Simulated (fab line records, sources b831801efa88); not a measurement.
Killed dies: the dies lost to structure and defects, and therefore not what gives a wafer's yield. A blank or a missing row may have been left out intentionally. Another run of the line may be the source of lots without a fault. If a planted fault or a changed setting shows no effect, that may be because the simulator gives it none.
The tool behind it: which one? || flow sky130 || 72 wafers from 24 lots sampled at 6 of the route's 708 steps

## WHAT THE GAUGES READ, wafer by wafer
SKY_NWELL_RS_MEAS_29: a four-point-probe measurement.
{"lot": "L074", "measured": "day 5 06:07", "on": "film_metro-02", "NWELL_RS (ohm/sq)": "625.1 628.1 625.4"}
{"lot": "L075", "measured": "day 5 14:40", "on": "film_metro-04", "NWELL_RS (ohm/sq)": "626.5 626.4 624.9"}
{"lot": "L076", "measured": "day 5 18:14", "on": "film_metro-02", "NWELL_RS (ohm/sq)": "626.0 623.8 626.2"}
{"lot": "L077", "measured": "day 6 03:19", "on": "film_metro-01", "NWELL_RS (ohm/sq)": "623.5 625.7 622.4"}
{"lot": "L078", "measured": "day 6 10:05", "on": "film_metro-01", "NWELL_RS (ohm/sq)": "624.8 626.3 624.9"}
{"lot": "L079", "measured": "day 6 14:53", "on": "film_metro-04", "NWELL_RS (ohm/sq)": "629.0 626.9 627.7"}
{"lot": "L080", "measured": "day 6 15:55", "on": "film_metro-02", "NWELL_RS (ohm/sq)": "623.9 624.1 623.8"}
{"lot": "L081", "measured": "day 7 00:10", "on": "film_metro-01", "NWELL_RS (ohm/sq)": "625.1 625.4 624.6"}
{"lot": "L082", "measured": "day 7 14:11", "on": "film_metro-02", "NWELL_RS (ohm/sq)": "626.1 623.6 624.5"}
{"lot": "L084", "measured": "day 7 23:35", "on": "film_metro-01", "NWELL_RS (ohm/sq)": "625.7 622.9 625.7"}
{"lot": "L083", "measured": "day 8 00:22", "on": "film_metro-01", "NWELL_RS (ohm/sq)": "625.8 624.7 624.8"}
{"lot": "L085", "measured": "day 8 08:02", "on": "film_metro-01", "NWELL_RS (ohm/sq)": "625.0 624.0 625.1"}
{"lot": "L086", "measured": "day 8 09:50", "on": "film_metro-04", "NWELL_RS (ohm/sq)": "625.5 626.6 627.4"}
{"lot": "L087", "measured": "day 8 15:13", "on": "film_metro-04", "NWELL_RS (ohm/sq)": "626.0 626.9 625.9"}
{"lot": "L088", "measured": "day 8 20:45", "on": "film_metro-01", "NWELL_RS (ohm/sq)": "625.8 625.3 626.6"}
{"lot": "L089", "measured": "day 9 01:14", "on": "film_metro-04", "NWELL_RS (ohm/sq)": "627.9 626.6 627.2"}
{"lot": "L090", "measured": "day 9 08:35", "on": "film_metro-04", "NWELL_RS (ohm/sq)": "624.4 625.5 625.9"}
{"lot": "L091", "measured": "day 9 12:02", "on": "film_metro-04", "NWELL_RS (ohm/sq)": "626.3 626.9 624.5"}
{"lot": "L092", "measured": "day 9 22:04", "on": "film_metro-01", "NWELL_RS (ohm/sq)": "621.6 623.8 621.5"}
{"lot": "L094", "measured": "day 10 08:41", "on": "film_metro-01", "NWELL_RS (ohm/sq)": "625.1 624.4 624.8"}
{"lot": "L095", "measured": "day 10 12:05", "on": "film_metro-02", "NWELL_RS (ohm/sq)": "620.5 622.6 622.7"}
{"lot": "L093", "measured": "day 10 14:13", "on": "film_metro-04", "NWELL_RS (ohm/sq)": "621.9 625.1 623.6"}
{"lot": "L096", "measured": "day 10 21:37", "on": "film_metro-01", "NWELL_RS (ohm/sq)": "624.2 624.1 624.8"}
{"lot": "L097", "measured": "day 11 02:17", "on": "film_metro-04", "NWELL_RS (ohm/sq)": "626.9 627.0 625.4"}

SKY_VIA2_RS_MEAS_22: a four-point-probe measurement.
{"lot": "L074", "measured": "day 36 06:38", "on": "film_metro-02", "VIA2_W_RS (ohm/sq)": "0.2766 0.2739 0.2765"}
{"lot": "L075", "measured": "day 36 10:58", "on": "film_metro-04", "VIA2_W_RS (ohm/sq)": "0.2743 0.2831 0.2804"}
{"lot": "L076", "measured": "day 37 00:32", "on": "film_metro-02", "VIA2_W_RS (ohm/sq)": "0.2764 0.2754 0.2810"}
{"lot": "L077", "measured": "day 37 18:55", "on": "film_metro-03", "VIA2_W_RS (ohm/sq)": "0.2748 0.2743 0.2744"}
{"lot": "L078", "measured": "day 37 19:23", "on": "film_metro-02", "VIA2_W_RS (ohm/sq)": "0.2741 0.2781 0.2750"}
{"lot": "L079", "measured": "day 38 03:26", "on": "film_metro-03", "VIA2_W_RS (ohm/sq)": "0.2763 0.2806 0.2738"}
{"lot": "L080", "measured": "day 38 01:52", "on": "film_metro-04", "VIA2_W_RS (ohm/sq)": "0.2803 0.2758 0.2741"}
{"lot": "L081", "measured": "day 38 11:31", "on": "film_metro-03", "VIA2_W_RS (ohm/sq)": "0.2755 0.2799 0.2783"}
{"lot": "L082", "measured": "day 39 09:55", "on": "film_metro-02", "VIA2_W_RS (ohm/sq)": "0.2741 0.2789 0.2734"}
{"lot": "L084", "measured": "day 39 11:19", "on": "film_metro-02", "VIA2_W_RS (ohm/sq)": "0.2732 0.2785 0.2750"}
{"lot": "L083", "measured": "day 39 17:01", "on": "film_metro-02", "VIA2_W_RS (ohm/sq)": "0.2740 0.2790 0.2794"}
{"lot": "L085", "measured": "day 40 00:23", "on": "film_metro-02", "VIA2_W_RS (ohm/sq)": "0.2774 0.2767 0.2756"}
{"lot": "L086", "measured": "day 40 01:45", "on": "film_metro-04", "VIA2_W_RS (ohm/sq)": "0.2799 0.2786 0.2747"}
{"lot": "L087", "measured": "day 40 12:36", "on": "film_metro-04", "VIA2_W_RS (ohm/sq)": "0.2739 0.2726 0.2708"}
{"lot": "L088", "measured": "day 40 18:41", "on": "film_metro-04", "VIA2_W_RS (ohm/sq)": "0.2774 0.2794 0.2783"}
{"lot": "L089", "measured": "day 40 22:08", "on": "film_metro-04", "VIA2_W_RS (ohm/sq)": "0.2762 0.2766 0.2747"}
{"lot": "L090", "measured": "day 41 02:41", "on": "film_metro-04", "VIA2_W_RS (ohm/sq)": "0.2765 0.2778 0.2758"}
{"lot": "L091", "measured": "day 41 14:12", "on": "film_metro-02", "VIA2_W_RS (ohm/sq)": "0.2768 0.2734 0.2760"}
{"lot": "L092", "measured": "day 41 22:08", "on": "film_metro-02", "VIA2_W_RS (ohm/sq)": "0.2802 0.2821 0.2842"}
{"lot": "L094", "measured": "day 42 05:34", "on": "film_metro-02", "VIA2_W_RS (ohm/sq)": "0.2747 0.2783 0.2743"}
{"lot": "L095", "measured": "day 42 12:53", "on": "film_metro-04", "VIA2_W_RS (ohm/sq)": "0.2820 0.2744 0.2773"}
{"lot": "L093", "measured": "day 42 12:10", "on": "film_metro-02", "VIA2_W_RS (ohm/sq)": "0.2767 0.2753 0.2764"}
{"lot": "L096", "measured": "day 42 18:28", "on": "film_metro-03", "VIA2_W_RS (ohm/sq)": "0.2784 0.2729 0.2729"}
{"lot": "L097", "measured": "day 43 01:04", "on": "film_metro-04", "VIA2_W_RS (ohm/sq)": "0.2736 0.2737 0.2708"}

SKY_METAL3_OVL_MEAS_14.
{"lot": "L074", "measured": "day 38 12:01", "on": "overlay-02", "METAL3_OVL (nm)": "-4 -5 -1"}
{"lot": "L075", "measured": "day 38 16:08", "on": "overlay-02", "METAL3_OVL (nm)": "-12 -9 -10"}
{"lot": "L076", "measured": "day 39 04:55", "on": "overlay-01", "METAL3_OVL (nm)": "-4 -1 -5"}
{"lot": "L077", "measured": "day 39 22:20", "on": "overlay-02", "METAL3_OVL (nm)": "5 -3 5"}
{"lot": "L078", "measured": "day 39 23:49", "on": "overlay-01", "METAL3_OVL (nm)": "-6 0 0"}
{"lot": "L079", "measured": "day 40 07:10", "on": "overlay-01", "METAL3_OVL (nm)": "-7 -9 -12"}
{"lot": "L080", "measured": "day 40 04:58", "on": "overlay-01", "METAL3_OVL (nm)": "-1 4 5"}
{"lot": "L081", "measured": "day 40 14:26", "on": "overlay-01", "METAL3_OVL (nm)": "-3 -9 -9"}
{"lot": "L082", "measured": "day 41 11:31", "on": "overlay-02", "METAL3_OVL (nm)": "-6 -4 -2"}
{"lot": "L084", "measured": "day 41 13:37", "on": "overlay-01", "METAL3_OVL (nm)": "-3 -12 -7"}
{"lot": "L083", "measured": "day 41 19:24", "on": "overlay-01", "METAL3_OVL (nm)": "2 -6 -5"}
{"lot": "L085", "measured": "day 42 01:23", "on": "overlay-01", "METAL3_OVL (nm)": "0 -5 -6"}
{"lot": "L086", "measured": "day 42 03:19", "on": "overlay-02", "METAL3_OVL (nm)": "-10 -7 -10"}
{"lot": "L087", "measured": "day 42 13:35", "on": "overlay-01", "METAL3_OVL (nm)": "0 -8 -5"}
{"lot": "L088", "measured": "day 42 19:52", "on": "overlay-02", "METAL3_OVL (nm)": "-2 -9 -6"}
{"lot": "L089", "measured": "day 42 22:34", "on": "overlay-02", "METAL3_OVL (nm)": "-10 -4 -11"}
{"lot": "L090", "measured": "day 43 03:32", "on": "overlay-01", "METAL3_OVL (nm)": "-2 1 -6"}
{"lot": "L091", "measured": "day 43 14:23", "on": "overlay-01", "METAL3_OVL (nm)": "-4 -2 -8"}
{"lot": "L092", "measured": "day 43 22:29", "on": "overlay-02", "METAL3_OVL (nm)": "-7 -5 -8"}
{"lot": "L094", "measured": "day 44 04:55", "on": "overlay-02", "METAL3_OVL (nm)": "-8 -9 -4"}
{"lot": "L095", "measured": "day 44 11:56", "on": "overlay-02", "METAL3_OVL (nm)": "-1 -7 -8"}
{"lot": "L093", "measured": "day 44 10:02", "on": "overlay-02", "METAL3_OVL (nm)": "0 -9 -5"}
{"lot": "L096", "measured": "day 44 17:41", "on": "overlay-02", "METAL3_OVL (nm)": "-12 -5 -10"}
{"lot": "L097", "measured": "day 44 22:38", "on": "overlay-02", "METAL3_OVL (nm)": "-10 -6 -4"}

SKY_VIA3_BOW_MEAS_03.
{"lot": "L074", "measured": "day 38 13:29", "on": "film_metro-04", "VIA3_BOW (um)": "83 82 81"}
{"lot": "L075", "measured": "day 38 17:56", "on": "film_metro-01", "VIA3_BOW (um)": "74 77 86"}
{"lot": "L076", "measured": "day 39 06:34", "on": "film_metro-04", "VIA3_BOW (um)": "89 74 77"}
{"lot": "L077", "measured": "day 39 23:51", "on": "film_metro-04", "VIA3_BOW (um)": "85 82 76"}
{"lot": "L078", "measured": "day 40 01:17", "on": "film_metro-03", "VIA3_BOW (um)": "81 79 87"}
{"lot": "L079", "measured": "day 40 08:47", "on": "film_metro-01", "VIA3_BOW (um)": "69 84 75"}
{"lot": "L080", "measured": "day 40 06:32", "on": "film_metro-03", "VIA3_BOW (um)": "84 68 77"}
{"lot": "L081", "measured": "day 40 15:56", "on": "film_metro-01", "VIA3_BOW (um)": "64 75 70"}
{"lot": "L082", "measured": "day 41 13:10", "on": "film_metro-04", "VIA3_BOW (um)": "93 95 89"}
{"lot": "L084", "measured": "day 41 15:19", "on": "film_metro-01", "VIA3_BOW (um)": "81 81 85"}
{"lot": "L083", "measured": "day 41 20:55", "on": "film_metro-03", "VIA3_BOW (um)": "79 75 70"}
{"lot": "L085", "measured": "day 42 02:52", "on": "film_metro-03", "VIA3_BOW (um)": "83 62 79"}
{"lot": "L086", "measured": "day 42 04:51", "on": "film_metro-03", "VIA3_BOW (um)": "83 73 82"}
{"lot": "L087", "measured": "day 42 15:04", "on": "film_metro-04", "VIA3_BOW (um)": "79 94 84"}
{"lot": "L088", "measured": "day 42 21:23", "on": "film_metro-03", "VIA3_BOW (um)": "73 77 83"}
{"lot": "L089", "measured": "day 43 00:13", "on": "film_metro-04", "VIA3_BOW (um)": "85 65 70"}
{"lot": "L090", "measured": "day 43 05:02", "on": "film_metro-01", "VIA3_BOW (um)": "80 79 81"}
{"lot": "L091", "measured": "day 43 15:59", "on": "film_metro-04", "VIA3_BOW (um)": "81 79 81"}
{"lot": "L092", "measured": "day 44 00:03", "on": "film_metro-04", "VIA3_BOW (um)": "85 72 74"}
{"lot": "L094", "measured": "day 44 06:28", "on": "film_metro-04", "VIA3_BOW (um)": "85 92 95"}
{"lot": "L095", "measured": "day 44 13:31", "on": "film_metro-04", "VIA3_BOW (um)": "74 77 83"}
{"lot": "L093", "measured": "day 44 11:35", "on": "film_metro-01", "VIA3_BOW (um)": "91 81 85"}
{"lot": "L096", "measured": "day 44 19:10", "on": "film_metro-03", "VIA3_BOW (um)": "85 87 85"}
{"lot": "L097", "measured": "day 45 00:07", "on": "film_metro-04", "VIA3_BOW (um)": "71 78 76"}

## TOOL THAT RAN EACH LOT (tool first, then ch and the chambers of the sampled wafers, then the start)
{"lot": "L074", "SKY_CONTACT_ETCH_18": "rie_diel-01 ch 0,2,3, day 35 02:14 or earlier", "SKY_VIA2_CMP_02": "cmp-01 ch 0,2,3, day 35 02:14"}
{"lot": "L075", "SKY_CONTACT_ETCH_18": "rie_diel-04 ch 0,1,3, day 35 07:02 or earlier", "SKY_VIA2_CMP_02": "cmp-01 ch 0,3, day 35 07:02"}
{"lot": "L076", "SKY_CONTACT_ETCH_18": "rie_diel-02 ch 0,1,3, day 35 21:23 or earlier", "SKY_VIA2_CMP_02": "cmp-01 ch 0,1,3, day 35 21:23"}
{"lot": "L077", "SKY_CONTACT_ETCH_18": "rie_diel-04 ch 0,1,3, day 36 15:11 or earlier", "SKY_VIA2_CMP_02": "cmp-01 ch 0,1,2, day 36 15:11"}
{"lot": "L078", "SKY_CONTACT_ETCH_18": "rie_diel-01 ch 0,3, day 36 16:06 or earlier", "SKY_VIA2_CMP_02": "cmp-01 ch 1,2,3, day 36 16:06"}
{"lot": "L079", "SKY_CONTACT_ETCH_18": "rie_diel-04 ch 1,2,3, day 37 00:07 or earlier", "SKY_VIA2_CMP_02": "cmp-01 ch 0,1, day 37 00:07"}
{"lot": "L080", "SKY_CONTACT_ETCH_18": "rie_diel-02 ch 0,1, day 36 22:25 or earlier", "SKY_VIA2_CMP_02": "cmp-01 ch 1,3, day 36 22:25"}
{"lot": "L081", "SKY_CONTACT_ETCH_18": "rie_diel-01 ch 1,2, day 37 08:14 or earlier", "SKY_VIA2_CMP_02": "cmp-01 ch 1,2, day 37 08:14"}
{"lot": "L082", "SKY_CONTACT_ETCH_18": "rie_diel-01 ch 1,2, day 38 07:08 or earlier", "SKY_VIA2_CMP_02": "cmp-02 ch 0,1,3, day 38 07:08"}
{"lot": "L084", "SKY_CONTACT_ETCH_18": "rie_diel-04 ch 1,2,3, day 38 08:56 or earlier", "SKY_VIA2_CMP_02": "cmp-02 ch 0,3, day 38 08:56"}
{"lot": "L083", "SKY_CONTACT_ETCH_18": "rie_diel-01 ch 1,2, day 38 15:11 or earlier", "SKY_VIA2_CMP_02": "cmp-02 ch 0,3, day 38 15:11"}
{"lot": "L085", "SKY_CONTACT_ETCH_18": "rie_diel-04 ch 1,2, day 38 22:34 or earlier", "SKY_VIA2_CMP_02": "cmp-01 ch 1,2,3, day 38 22:34"}
{"lot": "L086", "SKY_CONTACT_ETCH_18": "rie_diel-01 ch 1,2,3, day 38 23:37 or earlier", "SKY_VIA2_CMP_02": "cmp-02 ch 0,1,3, day 38 23:37"}
{"lot": "L087", "SKY_CONTACT_ETCH_18": "rie_diel-01 ch 0,2, day 39 10:22 or earlier", "SKY_VIA2_CMP_02": "cmp-02 ch 0,1,3, day 39 10:22"}
{"lot": "L088", "SKY_CONTACT_ETCH_18": "rie_diel-01 ch 0,1, day 39 16:38 or earlier", "SKY_VIA2_CMP_02": "cmp-02 ch 0,2, day 39 16:38"}
{"lot": "L089", "SKY_CONTACT_ETCH_18": "rie_diel-01 ch 0,1,2, day 39 20:56 or earlier", "SKY_VIA2_CMP_02": "cmp-02 ch 0,1,2, day 39 20:56"}
{"lot": "L090", "SKY_CONTACT_ETCH_18": "rie_diel-01 ch 1,2, day 40 01:34 or earlier", "SKY_VIA2_CMP_02": "cmp-02 ch 0,1,3, day 40 01:34"}
{"lot": "L091", "SKY_CONTACT_ETCH_18": "rie_diel-04 ch 0,1,3, day 40 13:06 or earlier", "SKY_VIA2_CMP_02": "cmp-02 ch 0,1,2, day 40 13:06"}
{"lot": "L092", "SKY_CONTACT_ETCH_18": "rie_diel-01 ch 0,1, day 40 20:47 or earlier", "SKY_VIA2_CMP_02": "cmp-02 ch 1,2,3, day 40 20:47"}
{"lot": "L094", "SKY_CONTACT_ETCH_18": "rie_diel-01 ch 0,1,2, day 41 04:37 or earlier", "SKY_VIA2_CMP_02": "cmp-01 ch 0,1,3, day 41 04:37"}
{"lot": "L095", "SKY_CONTACT_ETCH_18": "rie_diel-01 ch 0,1,3, day 41 12:13 or earlier", "SKY_VIA2_CMP_02": "cmp-02 ch 0,2,3, day 41 12:13"}
{"lot": "L093", "SKY_CONTACT_ETCH_18": "rie_diel-01 ch 1,2, day 41 11:28 or earlier", "SKY_VIA2_CMP_02": "cmp-02 ch 0,3, day 41 11:28"}
{"lot": "L096", "SKY_CONTACT_ETCH_18": "rie_diel-04 ch 0,2,3, day 41 17:41 or earlier", "SKY_VIA2_CMP_02": "cmp-02 ch 1,2,3, day 41 17:41"}
{"lot": "L097", "SKY_CONTACT_ETCH_18": "rie_diel-04 ch 0,1,2, day 42 00:38 or earlier", "SKY_VIA2_CMP_02": "cmp-01 ch 0,1,3, day 42 00:38"}
- SKY_CONTACT_ETCH_18: etches Si3N4 in CHF3/O2, stops on TiN, time 39 s, target depth 75 nm.
- SKY_VIA2_CMP_02: polishes SiO2.

## WHAT THE TOOLS THEMSELVES READ (means of the sampled wafers that have a number; where no wafer has one, the mark that the record gives instead)
SKY_CONTACT_ETCH_18.
{"lot": "L074", "tool": "rie_diel-01", "O2_flow_sccm (sccm)": 4.995, "drypump_motor_current_A (A)": 6.0, "oes_product_au (a.u.)": 0.851, "throttle_valve_pct (%)": 8.788}
{"lot": "L075", "tool": "rie_diel-04", "O2_flow_sccm (sccm)": 5.001, "drypump_motor_current_A (A)": 5.5, "oes_product_au (a.u.)": 0.849, "throttle_valve_pct (%)": 8.794}
{"lot": "L076", "tool": "rie_diel-02", "O2_flow_sccm (sccm)": 4.984, "drypump_motor_current_A (A)": 5.0, "oes_product_au (a.u.)": 0.860, "throttle_valve_pct (%)": 8.794}
{"lot": "L077", "tool": "rie_diel-04", "O2_flow_sccm (sccm)": 5.001, "drypump_motor_current_A (A)": 5.5, "oes_product_au (a.u.)": 0.848, "throttle_valve_pct (%)": 8.797}
{"lot": "L078", "tool": "rie_diel-01", "O2_flow_sccm (sccm)": 5.008, "drypump_motor_current_A (A)": 5.8, "oes_product_au (a.u.)": 0.858, "throttle_valve_pct (%)": 8.795}
{"lot": "L079", "tool": "rie_diel-04", "O2_flow_sccm (sccm)": 5.003, "drypump_motor_current_A (A)": 5.8, "oes_product_au (a.u.)": 0.855, "throttle_valve_pct (%)": 8.801}
{"lot": "L080", "tool": "rie_diel-02", "O2_flow_sccm (sccm)": 5.020, "drypump_motor_current_A (A)": 5.1, "oes_product_au (a.u.)": 0.854, "throttle_valve_pct (%)": 8.787}
{"lot": "L081", "tool": "rie_diel-01", "O2_flow_sccm (sccm)": 4.996, "drypump_motor_current_A (A)": 6.2, "oes_product_au (a.u.)": 0.857, "throttle_valve_pct (%)": 8.802}
{"lot": "L082", "tool": "rie_diel-01", "O2_flow_sccm (sccm)": 5.000, "drypump_motor_current_A (A)": 5.6, "oes_product_au (a.u.)": 0.858, "throttle_valve_pct (%)": 8.794}
{"lot": "L084", "tool": "rie_diel-04", "O2_flow_sccm (sccm)": 5.016, "drypump_motor_current_A (A)": 5.8, "oes_product_au (a.u.)": 0.850, "throttle_valve_pct (%)": 8.798}
{"lot": "L083", "tool": "rie_diel-01", "O2_flow_sccm (sccm)": 5.007, "drypump_motor_current_A (A)": 5.6, "oes_product_au (a.u.)": 0.850, "throttle_valve_pct (%)": 8.798}
{"lot": "L085", "tool": "rie_diel-04", "O2_flow_sccm (sccm)": 5.001, "drypump_motor_current_A (A)": 5.9, "oes_product_au (a.u.)": 0.857, "throttle_valve_pct (%)": 8.800}
{"lot": "L086", "tool": "rie_diel-01", "O2_flow_sccm (sccm)": 4.999, "drypump_motor_current_A (A)": 5.6, "oes_product_au (a.u.)": 0.848, "throttle_valve_pct (%)": 8.796}
{"lot": "L087", "tool": "rie_diel-01", "O2_flow_sccm (sccm)": 5.001, "drypump_motor_current_A (A)": 6.3, "oes_product_au (a.u.)": 0.861, "throttle_valve_pct (%)": 8.785}
{"lot": "L088", "tool": "rie_diel-01", "O2_flow_sccm (sccm)": 5.007, "drypump_motor_current_A (A)": 5.4, "oes_product_au (a.u.)": 0.865, "throttle_valve_pct (%)": 8.793}
{"lot": "L089", "tool": "rie_diel-01", "O2_flow_sccm (sccm)": 4.978, "drypump_motor_current_A (A)": 6.0, "oes_product_au (a.u.)": 0.858, "throttle_valve_pct (%)": 8.798}
{"lot": "L090", "tool": "rie_diel-01", "O2_flow_sccm (sccm)": 5.010, "drypump_motor_current_A (A)": 6.2, "oes_product_au (a.u.)": 0.851, "throttle_valve_pct (%)": 8.795}
{"lot": "L091", "tool": "rie_diel-04", "O2_flow_sccm (sccm)": 5.009, "drypump_motor_current_A (A)": 5.5, "oes_product_au (a.u.)": 0.859, "throttle_valve_pct (%)": 8.800}
{"lot": "L092", "tool": "rie_diel-01", "O2_flow_sccm (sccm)": 4.999, "drypump_motor_current_A (A)": 5.7, "oes_product_au (a.u.)": 0.857, "throttle_valve_pct (%)": 8.798}
{"lot": "L094", "tool": "rie_diel-01", "O2_flow_sccm (sccm)": 5.002, "drypump_motor_current_A (A)": 5.9, "oes_product_au (a.u.)": 0.863, "throttle_valve_pct (%)": 8.791}
{"lot": "L095", "tool": "rie_diel-01", "O2_flow_sccm (sccm)": 5.005, "drypump_motor_current_A (A)": 5.4, "oes_product_au (a.u.)": 0.855, "throttle_valve_pct (%)": 8.797}
{"lot": "L093", "tool": "rie_diel-01", "O2_flow_sccm (sccm)": 5.003, "drypump_motor_current_A (A)": 5.6, "oes_product_au (a.u.)": 0.845, "throttle_valve_pct (%)": 8.785}
{"lot": "L096", "tool": "rie_diel-04", "O2_flow_sccm (sccm)": 4.997, "drypump_motor_current_A (A)": 5.9, "oes_product_au (a.u.)": 0.849, "throttle_valve_pct (%)": 8.791}
{"lot": "L097", "tool": "rie_diel-04", "O2_flow_sccm (sccm)": 5.011, "drypump_motor_current_A (A)": 5.7, "oes_product_au (a.u.)": 0.855, "throttle_valve_pct (%)": 8.789}

SKY_VIA2_CMP_02.
{"lot": "L074", "tool": "cmp-01", "motor_current_A (A)": 12.0}
{"lot": "L075", "tool": "cmp-01", "motor_current_A (A)": 13.0}
{"lot": "L076", "tool": "cmp-01", "motor_current_A (A)": 13.4}
{"lot": "L077", "tool": "cmp-01", "motor_current_A (A)": 11.9}
{"lot": "L078", "tool": "cmp-01", "motor_current_A (A)": 12.2}
{"lot": "L079", "tool": "cmp-01", "motor_current_A (A)": 13.4}
{"lot": "L080", "tool": "cmp-01", "motor_current_A (A)": 14.3}
{"lot": "L081", "tool": "cmp-01", "motor_current_A (A)": 11.0}
{"lot": "L082", "tool": "cmp-02", "motor_current_A (A)": 11.8}
{"lot": "L084", "tool": "cmp-02", "motor_current_A (A)": 11.4}
{"lot": "L083", "tool": "cmp-02", "motor_current_A (A)": 11.8}
{"lot": "L085", "tool": "cmp-01", "motor_current_A (A)": 12.4}
{"lot": "L086", "tool": "cmp-02", "motor_current_A (A)": 12.0}
{"lot": "L087", "tool": "cmp-02", "motor_current_A (A)": 11.8}
{"lot": "L088", "tool": "cmp-02", "motor_current_A (A)": 12.0}
{"lot": "L089", "tool": "cmp-02", "motor_current_A (A)": 12.4}
{"lot": "L090", "tool": "cmp-02", "motor_current_A (A)": 12.0}
{"lot": "L091", "tool": "cmp-02", "motor_current_A (A)": 12.4}
{"lot": "L092", "tool": "cmp-02", "motor_current_A (A)": 12.9}
{"lot": "L094", "tool": "cmp-01", "motor_current_A (A)": 13.9}
{"lot": "L095", "tool": "cmp-02", "motor_current_A (A)": 12.1}
{"lot": "L093", "tool": "cmp-02", "motor_current_A (A)": 11.3}
{"lot": "L096", "tool": "cmp-02", "motor_current_A (A)": 12.6}
{"lot": "L097", "tool": "cmp-01", "motor_current_A (A)": 13.4}

## THE ANSWER, worked out from the rows above alone
Rule: the lots themselves supply what counts as usual. The widest of any qualifying gaps counts: lots, ordered by their means at a reading, are off when they make up no more than a third of the lots, leave a main group of 4 or more, and stand apart from it by 3 or more times the standard deviation of that group's means. The tables above print the reading to a certain number of digits; a main group whose means all agree to those digits is not used. Also off: a lot with no number at a reading for which 4 or more lots have one. All remaining lots with rows at the step are treated as sound. The gauges are gone through in route order, then the tools' own readings, and for those a lot's mean is taken as printed above. The first step at which some lot is off is used, and at that step the reading that is off furthest; a lot without a number counts as furthest.
None of the lots is off at any reading shown; this tells nothing.

## WHAT THE SIMULATOR HAD PUT IN
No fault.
